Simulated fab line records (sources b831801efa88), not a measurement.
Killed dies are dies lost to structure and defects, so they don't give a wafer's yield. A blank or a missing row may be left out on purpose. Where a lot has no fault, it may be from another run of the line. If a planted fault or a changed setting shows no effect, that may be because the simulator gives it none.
Which tool was responsible? + flow sky130 + 14 lots, 42 wafers sampled, at 4 steps of a route of 708

WHAT THE GAUGES READ, wafer by wafer
SKY_CAP2M_RS_MEAS_03: the measuring method here is four-point-probe. Usual: CAP2M_TIN_RS typically reads 6.90 ohm/sq, with standard deviation 0.072.
| lot  | measured     | on            | CAP2M_TIN_RS (ohm/sq) | flag |
|------|--------------|---------------|-----------------------|------|
| L695 | day 39 19:59 | film-metro-03 | 6.95 7.09 6.89        |      |
| L697 | day 40 10:04 | film-metro-02 | 6.90 6.87 6.80        |      |
| L700 | day 41 15:52 | film-metro-03 | 6.91 6.88 6.92        |      |
| L702 | day 42 11:34 | film-metro-02 | 6.94 6.91 6.89        |      |
| L703 | day 42 12:50 | film-metro-03 | 6.90 6.92 6.95        |      |
| L708 | day 43 18:32 | film-metro-03 | 6.90 6.95 6.93        |      |
| L709 | day 43 19:01 | film-metro-03 | 6.99 6.89 6.98        |      |
| L710 | day 44 00:35 | film-metro-03 | 6.84 6.89 6.81        |      |
| L711 | day 44 09:49 | film-metro-02 | 6.85 6.89 6.85        |      |
| L712 | day 44 15:37 | film-metro-03 | 6.97 6.93 6.94        |      |
| L713 | day 45 00:09 | film-metro-04 | 6.84 6.88 6.91        |      |
| L714 | day 45 06:04 | film-metro-04 | 6.82 6.94 6.79        |      |
| L716 | day 45 10:54 | film-metro-02 | 7.02 6.97 6.91        |      |
| L718 | day 46 02:12 | film-metro-03 | 6.85 6.92 6.91        |      |

SKY_METAL5_THK_MEAS_06: measures by xrf. Usual: METAL5_ALCU_THK typically reads 1143 nm, with standard deviation 13.
| lot  | measured     | on            | METAL5_ALCU_THK (nm)          | flag |
|------|--------------|---------------|-------------------------------|------|
| L695 | day 42 22:51 | film-metro-01 | 1154 1143 1168                |      |
| L697 | day 43 12:16 | film-metro-01 | 1150 1154 1142                |      |
| L700 | day 44 16:57 | film-metro-01 | 1141 1156 1140                |      |
| L702 | day 45 10:53 | film-metro-03 | 1330 1310 1331 1329 1302 1330 | OFF  |
| L703 | day 45 13:46 | film-metro-01 | 1356 1360 1371 1361 1351 1364 | OFF  |
| L708 | day 46 15:23 | film-metro-01 | 1142 1129 1127                |      |
| L709 | day 46 15:54 | film-metro-01 | 1129 1123 1125                |      |
| L710 | day 46 20:22 | film-metro-04 | 1146 1166 1142                |      |
| L711 | day 47 03:59 | film-metro-01 | 1133 1130 1127                |      |
| L712 | day 47 09:04 | film-metro-04 | 1133 1133 1128                |      |
| L713 | day 47 16:49 | film-metro-04 | 1152 1150 1145                |      |
| L714 | day 47 22:37 | film-metro-04 | 1133 1132 1145                |      |
| L716 | day 48 03:21 | film-metro-03 | 1147 1159 1140                |      |
| L718 | day 48 18:35 | film-metro-03 | 1146 1165 1146                |      |

TOOL THAT RAN EACH LOT (tool first, then ch and the chambers of the sampled wafers, then the start)
| lot  | SKY_METAL4_STRIP_19                  | SKY_METAL5_SPUTTER_04        |
|------|--------------------------------------|------------------------------|
| L695 | plasma-asher-02 ch 0,1, day 41 20:53 | pvd-sputter-02, day 42 22:41 |
| L697 | plasma-asher-04 ch 0,1, day 42 10:57 | pvd-sputter-03, day 43 12:05 |
| L700 | plasma-asher-01 ch 0,1, day 43 15:33 | pvd-sputter-04, day 44 16:46 |
| L702 | plasma-asher-02 ch 0,1, day 44 09:01 | pvd-sputter-04, day 45 09:34 |
| L703 | plasma-asher-02 ch 0,1, day 44 11:07 | pvd-sputter-03, day 45 11:17 |
| L708 | plasma-asher-04 ch 0,1, day 45 16:13 | pvd-sputter-04, day 46 15:12 |
| L709 | plasma-asher-02 ch 0,1, day 45 16:16 | pvd-sputter-04, day 46 15:43 |
| L710 | plasma-asher-01 ch 0,1, day 45 21:17 | pvd-sputter-02, day 46 20:12 |
| L711 | plasma-asher-04 ch 0,1, day 46 05:49 | pvd-sputter-04, day 47 03:49 |
| L712 | plasma-asher-02 ch 0,1, day 46 10:32 | pvd-sputter-04, day 47 08:54 |
| L713 | plasma-asher-04 ch 0,1, day 46 18:20 | pvd-sputter-02, day 47 16:38 |
| L714 | plasma-asher-02 ch 0,1, day 46 23:53 | pvd-sputter-03, day 47 22:26 |
| L716 | plasma-asher-02 ch 0,1, day 47 05:17 | pvd-sputter-03, day 48 03:09 |
| L718 | plasma-asher-01 ch 0,1, day 47 20:27 | pvd-sputter-02, day 48 18:25 |
- SKY_METAL4_STRIP_19: strips in O2/N2.
- SKY_METAL5_SPUTTER_04: material TiN, target thk 70 nm, time 58.3 s.

WHAT THE TOOLS THEMSELVES READ (means of the sampled wafers that have a number; where no wafer has one, the mark that the record gives instead)
SKY_METAL4_STRIP_19. Usual: drypump-motor-current-A 5.8 A, standard deviation 0.7; oes-product-au 0.505 a.u., standard deviation 0.0071; strip-time-to-endpoint-s 6.60 s, standard deviation 0.12.
| lot  | tool            | drypump-motor-current-A (A) | oes-product-au (a.u.) | strip-time-to-endpoint-s (s) | flag |
|------|-----------------|-----------------------------|-----------------------|------------------------------|------|
| L695 | plasma-asher-02 | 5.7                         | 0.500                 | 6.49                         |      |
| L697 | plasma-asher-04 | 6.3                         | 0.505                 | 6.64                         |      |
| L700 | plasma-asher-01 | 6.1                         | 0.505                 | 6.57                         |      |
| L702 | plasma-asher-02 | 5.2                         | 0.504                 | 6.59                         |      |
| L703 | plasma-asher-02 | 5.2                         | 0.505                 | 6.67                         |      |
| L708 | plasma-asher-04 | 6.3                         | 0.509                 | 6.59                         |      |
| L709 | plasma-asher-02 | 5.6                         | 0.505                 | 6.57                         |      |
| L710 | plasma-asher-01 | 5.6                         | 0.513                 | 6.64                         |      |
| L711 | plasma-asher-04 | 6.3                         | 0.510                 | 6.65                         |      |
| L712 | plasma-asher-02 | 5.2                         | 0.512                 | 6.72                         |      |
| L713 | plasma-asher-04 | 6.3                         | 0.504                 | 6.56                         |      |
| L714 | plasma-asher-02 | 5.2                         | 0.513                 | 6.73                         |      |
| L716 | plasma-asher-02 | 5.2                         | 0.511                 | 6.70                         |      |
| L718 | plasma-asher-01 | 6.1                         | 0.501                 | 6.50                         |      |

SKY_METAL5_SPUTTER_04. Usual: cathode-dc-power-W 6500.0 W, standard deviation 1.3; chamber-pressure-pa 0.4000 Pa, standard deviation 0.00083; throttle-valve-pct 30.1 %, standard deviation 0.45.
| lot  | tool           | cathode-dc-power-W (W) | chamber-pressure-pa (Pa) | throttle-valve-pct (%) | flag |
|------|----------------|------------------------|--------------------------|------------------------|------|
| L695 | pvd-sputter-02 | 6500.6                 | 0.3999                   | 29.8                   |      |
| L697 | pvd-sputter-03 | 6500.0                 | 0.4002                   | 30.6                   |      |
| L700 | pvd-sputter-04 | 6500.5                 | 0.3996                   | 30.1                   |      |
| L702 | pvd-sputter-04 | -                      | -                        | -                      | OFF  |
| L703 | pvd-sputter-03 | -                      | -                        | -                      | OFF  |
| L708 | pvd-sputter-04 | 6500.8                 | 0.4005                   | 30.0                   |      |
| L709 | pvd-sputter-04 | 6500.1                 | 0.3990                   | 29.9                   |      |
| L710 | pvd-sputter-02 | 6500.3                 | 0.3992                   | 30.1                   |      |
| L711 | pvd-sputter-04 | 6498.5                 | 0.3995                   | 30.0                   |      |
| L712 | pvd-sputter-04 | 6499.7                 | 0.4003                   | 30.1                   |      |
| L713 | pvd-sputter-02 | 6500.2                 | 0.3997                   | 30.1                   |      |
| L714 | pvd-sputter-03 | 6500.8                 | 0.3998                   | 31.1                   |      |
| L716 | pvd-sputter-03 | 6501.6                 | 0.3999                   | 30.6                   |      |
| L718 | pvd-sputter-02 | 6499.3                 | 0.3994                   | 29.9                   |      |

THE ANSWER, worked out from the rows above alone
Rule: a lot is off if the mean of its wafers that have a number lies more than 3 standard deviations from the usual mean. Also off: a lot with no number at a reading for which 4 or more lots have one. The other lots that the step has rows for count as sound. After the gauges, taken in route order, come the tools' own readings; for these a lot's mean is taken, as printed above. The first step at which some lot is off is used, and at that step the reading that is off furthest; a lot without a number counts as furthest.
Off: L702, L703, seen at SKY_METAL5_THK_MEAS_06 (METAL5_ALCU_THK).
A tool fits if, at a process step before that reading, it ran every lot that is off, and no sound lot after the first of them. The gauges at SKY_METAL5_THK_MEAS_06 aren't tried: what is off there is off at SKY_METAL5_SPUTTER_04 too, on other tools, and a gauge's error can't cause that. No candidate that was tried fits.

WHAT THE SIMULATOR HAD PUT IN
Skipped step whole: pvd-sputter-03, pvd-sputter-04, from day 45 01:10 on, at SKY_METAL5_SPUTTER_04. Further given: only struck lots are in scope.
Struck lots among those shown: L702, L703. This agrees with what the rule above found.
